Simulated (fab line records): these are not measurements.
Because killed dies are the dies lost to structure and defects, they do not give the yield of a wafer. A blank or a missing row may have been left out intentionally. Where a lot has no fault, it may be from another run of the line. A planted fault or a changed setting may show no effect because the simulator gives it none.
Chamber matching ; flow gf180mcu ; GF_V5_CMP_26 on cmp-01 has 4 sister chambers
The step polishes, stops on SiO2, t overpolish 15 s, target thk 0 nm. 14 wafers are shown with their chamber, then 7 later ones without.

== WAFERS PAIRED WITH THEIR CHAMBERS ==
wafer;chamber;motorCurrentA (A);overpolishRunS (s);timeToEndpointS (s)
L647.3;3;9.5;15.011;83
L647.5;3;10.0;15.000;81
L647.6;0;10.3;14.995;84
L649.1;2;13.4;14.986;81
L649.5;3;10.4;14.989;85
L649.6;2;12.6;15.015;81
L650.1;3;9.9;14.998;84
L650.5;2;12.0;15.002;88
L650.6;3;10.3;14.995;79
L651.1;2;12.7;14.995;90
L651.3;1;11.8;15.010;84
L651.4;3;9.9;14.995;84
L652.1;3;10.0;14.998;83
L652.4;0;10.9;15.008;86

SIGNATURES (averages over the wafers above)
reading;chamber 0;chamber 1;chamber 2;chamber 3;scatter within a chamber
motorCurrentA;10.600;11.800;12.675;10.000;0.411
overpolishRunS;15.00150;15.01000;14.99950;14.99800;0.00897
timeToEndpointS;85.00;84.00;85.00;82.71;3.06
Rule: for a wafer and a chamber, the distance is found by dividing, reading by reading, the gap between the wafer's reading and the chamber's mean by the reading's scatter, squaring, summing and taking the root. If the next closest chamber is less than 2 further off than the closest, the wafer can't be placed; otherwise it belongs to the closest. The scatter: the root of (the sum of the squares of (reading less its chamber's mean) over the shown wafers, divided by (wafers less chambers)).

== WAFERS WITH NO CHAMBER GIVEN ==
wafer;motorCurrentA (A);overpolishRunS (s);timeToEndpointS (s)
L652.5;10.5;14.988;80
L654.1;10.0;14.995;85
L654.4;11.3;15.005;84
L654.6;13.0;14.996;88
L661.1;11.9;14.994;79
L661.2;12.3;15.002;87
L661.3;9.8;15.005;86

== WHICH CHAMBER EACH WENT THROUGH ==
wafer;from the rows above;in truth
L652.5;can't be placed: 3 or 0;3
L654.1;can't be placed: 3 or 0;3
L654.4;can't be placed: 1 or 0 or 3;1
L654.6;2;2
L661.1;can't be placed: 1 or 2 or 0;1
L661.2;can't be placed: 2 or 1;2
L661.3;can't be placed: 3 or 0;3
Correctly placed: 1 of 7. Not placeable from these rows: 6 (in 6, the candidates include the true chamber). Placed wrongly: 0.
